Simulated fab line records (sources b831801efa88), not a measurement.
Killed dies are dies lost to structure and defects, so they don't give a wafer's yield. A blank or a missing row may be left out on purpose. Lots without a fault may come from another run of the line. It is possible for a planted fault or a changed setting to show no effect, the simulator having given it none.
Problem report in the 8D (eight disciplines) form, filled by code -- flow sky130 -- the parts of the form that need people (team, actions taken, sign-off) are left out

## 1. THE ISSUE
METAL1_ALCU_RS at SKY_METAL1_RS_MEAS_05 reads a mean of 0.3004 ohm/sq on 6 wafers of 2 lots; wafers without a fault read 0.1270 ohm/sq with a standard deviation of 0.0015. So: +99 or more standard deviations from the usual mean.
The step: measures by four-point-probe.
Earliest sighting: wafer L698.1 on film_metro-04 at day 35 16:04. At this step, 30 wafers from 10 lots have a number in the record. Rule for "out" (also "out of limits"): further than 4 standard deviations from the usual mean. The rest of the wafers with a number are treated as sound.

## 2. WHAT THIS IS AND IS NOT
question,is,is not
which readings at this step,METAL1_ALCU_RS,-
which lots,"L698, L701","L691, L692, L693, L695, L704, L706, L707, L708"
which wafers of those lots,all that have a number,-
read on which gauges,"film_metro-03, film_metro-04",film_metro-01
when,from day 35 16:04,"up to then (12 sound wafers); but 12 sound wafers of L704, L706, L707, L708 came after"

## 3. THE SUSPECTS, EACH WITH WHAT RULES IT OUT
Counting: a tool at any process step up to the reading remains a suspect when it ran all the lots that are out and ran no sound lot after the first of those.
- the gauge at SKY_METAL1_RS_MEAS_05 is ruled out. The wafers that are out were read on 2 gauges (film_metro-03, film_metro-04).
- pvd_sputter-02 at SKY_METAL1_SPUTTER_02 (material AlCu, target thk 250 nm, time 13.3 s): kept. Every lot that is out went through it, starting with L698 (day 35 15:59), and after that it ran no sound lot; the last sound lot it ran before then is L695 (day 34 23:28).
Remaining after the count: pvd_sputter-02 at SKY_METAL1_SPUTTER_02.

## 4. THE CAUSE (what the simulator had put in)
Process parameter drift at SKY_METAL1_SPUTTER_02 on pvd_sputter-02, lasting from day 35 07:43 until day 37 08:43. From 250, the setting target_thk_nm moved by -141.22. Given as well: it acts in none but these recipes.
After counting, this tool was the only one left.

## 5. THE EFFECT CHAIN, in route order
Each row: a reading where the mean over the struck wafers with a number is more than 3 standard deviations away from the usual. Only readings whose record carries a usual standard deviation are examined. hours: median over the lots of the time between each lot's start at the first step of this table that gives one and its start at this step. sigmas: the change, counted in usual standard deviations.
hours,step,reading,usual,on struck wafers,change,sigmas
0,SKY_METAL1_RS_MEAS_05,METAL1_ALCU_RS,0.1270 ohm/sq,0.3004,+0.1734,+99 or more
0,SKY_METAL1_THK_MEAS_06,METAL1_ALCU_THK,247 nm,109,-138,-43
26,SKY_METAL1_METAL_ETCH_19,oes_product_au,0.854 a.u.,0.696,-0.158,-29
Here are the process steps it includes:
- SKY_METAL1_METAL_ETCH_19: etches the open film in Cl2/BCl3, stops on SiO2, target depth 360 nm, time 78 s.
Later measuring or inspecting steps at which every struck wafer that the step has a row for has a number for every such reading, and none has moved that far: SKY_METAL1_OVL_MEAS_16.

## 6. WHAT WOULD HAVE CAUGHT IT SOONER
The first out-of-limits reading at a measuring or inspecting step in this record came at day 35 16:04, 8 hours after the fault's start at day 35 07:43.
An alarm limit of 4 standard deviations would not have fired on the tool readings at SKY_METAL1_SPUTTER_02 for which the record gives a usual standard deviation, since none of them was out on any struck wafer.
Of the lots that are out (2), L701 began SKY_METAL1_SPUTTER_02 on pvd_sputter-02 after day 35 16:04. Holding the tool at that time would have saved it.
